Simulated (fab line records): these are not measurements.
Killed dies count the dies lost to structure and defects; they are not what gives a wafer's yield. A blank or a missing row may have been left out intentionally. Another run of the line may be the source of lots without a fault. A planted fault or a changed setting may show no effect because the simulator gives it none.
2 desks looking at one fault / flow sfqLine / every desk sees just its own numbers, and what lay behind them comes last

## THE METROLOGY DESK
What the gauges read for every lot (on any tool): the sampled wafers with a number, averaged. Any lot whose mean is over 4 standard deviations away from the usual mean is out of limits and marked OUT; that distance is given in the brackets.
Columns: A = M0_NB_RS at SFQ_M0_RS_MEAS_904, usual 0.894 ohm/sq
lot=L703; first seen here=day 7 15:17; A=0.906
lot=L704; first seen here=day 7 23:49; A=0.891
lot=L705; first seen here=day 8 04:36; A=0.890
lot=L706; first seen here=day 8 08:59; A=0.904
lot=L707; first seen here=day 8 13:45; A=0.900
lot=L710; first seen here=day 9 01:45; A=0.900
lot=L711; first seen here=day 9 07:46; A=0.913
lot=L712; first seen here=day 9 15:01; A=0.896
lot=L713; first seen here=day 9 20:57; A=0.899
lot=L714; first seen here=day 10 00:34; A=1.723 (+92) OUT
lot=L715; first seen here=day 10 10:08; A=2.168 (+99 or more) OUT
lot=L724; first seen here=day 13 02:34; A=0.888
lot=L725; first seen here=day 13 03:43; A=0.893
lot=L726; first seen here=day 13 05:34; A=0.894
This desk's finding: out of limits on L714, L715; first on L714, day 10 00:34 (M0_NB_RS at SFQ_M0_RS_MEAS_904). Within limits: L703, L704, L705, L706, L707, L710, L711, L712, L713, L724, L725, L726.

## DESK OF THE TOOL OWNER: pvdSputter-06
The tool's own readings at SFQ_TRILAYER_M0_DEP_SPUTTER_019 (material Nb, target thk 200 nm, time 133.3 s): means of the sampled wafers that have a number, for each lot that ran on this tool. Any lot whose mean is over 4 standard deviations away from the usual mean is out of limits and marked OUT; that distance is given in the brackets.
Columns: A = throttleValvePct at SFQ_TRILAYER_M0_DEP_SPUTTER_019, usual 29.9 %
lot=L703; first seen here=day 7 15:11; A=29.4
lot=L704; first seen here=day 7 23:43; A=29.3
lot=L711; first seen here=day 9 07:40; A=29.7
lot=L712; first seen here=day 9 14:52; A=29.2
lot=L713; first seen here=day 9 20:52; A=29.4
lot=L714; first seen here=day 10 00:28; A=29.3
lot=L715; first seen here=day 10 10:02; A=29.1
This desk found nothing out of limits on any of the 7 lots.

## BROUGHT TOGETHER
An alarm was possible from the metrology desk at day 10 00:34, on L714, L715.
Nothing out of limits was seen by the tool owner's desk.
The tool owner's desk has L714, L715 on record, within its limits.
All the named lots went through SFQ_TRILAYER_M0_DEP_SPUTTER_019 on pvdSputter-06.

## WHAT THE SIMULATOR HAD PUT IN
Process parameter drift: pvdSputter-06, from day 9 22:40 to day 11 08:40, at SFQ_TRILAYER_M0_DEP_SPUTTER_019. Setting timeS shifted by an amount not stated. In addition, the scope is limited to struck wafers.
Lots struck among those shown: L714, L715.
Delay in hours, fault start to first out-of-limits reading, per desk: metrology desk 2.
